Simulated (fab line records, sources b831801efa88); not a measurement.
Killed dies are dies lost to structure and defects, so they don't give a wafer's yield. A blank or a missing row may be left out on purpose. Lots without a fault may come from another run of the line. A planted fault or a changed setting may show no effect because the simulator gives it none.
Chamber matching | flow sky130 | SKY_VIA1_CMP_02 on cmp-01: 4 sister chambers
The step polishes SiO2. 8 wafers are shown with their chamber, then 8 later ones without.

WAFERS WITH THEIR CHAMBER
wafer  | chamber | motor_current_A (A)
L886.6 | 2       | 10.7
L887.4 | 2       | 10.7
L891.1 | 0       | 13.6
L891.3 | 3       | 11.2
L891.5 | 0       | 13.9
L890.3 | 3       | 11.2
L890.6 | 1       | 10.8
L889.1 | 1       | 11.6

WAFERS WITHOUT THEIR CHAMBER
wafer  | motor_current_A (A)
L889.4 | 13.7
L889.6 | 10.4
L897.1 | 11.1
L897.5 | 11.1
L897.6 | 13.5
L905.2 | 10.2
L905.4 | 10.9
L905.6 | 13.3

WHICH CHAMBER EACH WENT THROUGH
wafer  | from the rows above          | in truth
L889.4 | 0                            | 0
L889.6 | can't be placed: 2 or 1 or 3 | 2
L897.1 | can't be placed: 1 or 3 or 2 | 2
L897.5 | can't be placed: 1 or 3 or 2 | 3
L897.6 | 0                            | 0
L905.2 | can't be placed: 2 or 1 or 3 | 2
L905.4 | can't be placed: 2 or 1 or 3 | 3
L905.6 | 0                            | 0
Placed correctly: 3 of 8. Can't be placed from these rows: 5 (the true chamber is among the candidates in 5). Placed wrongly: 0.
How it was worked out, from the rows above alone: a wafer's distance from a chamber is the root of the sum, over the readings, of the square of ((its reading less the chamber's mean) divided by the reading's scatter). The wafer belongs to the nearest chamber; if the next one is less than 2 further off, it can't be placed. A chamber's mean is the mean of its shown wafers. The scatter: the root of (the sum of the squares of (reading less its chamber's mean) over the shown wafers, divided by (wafers less chambers)).
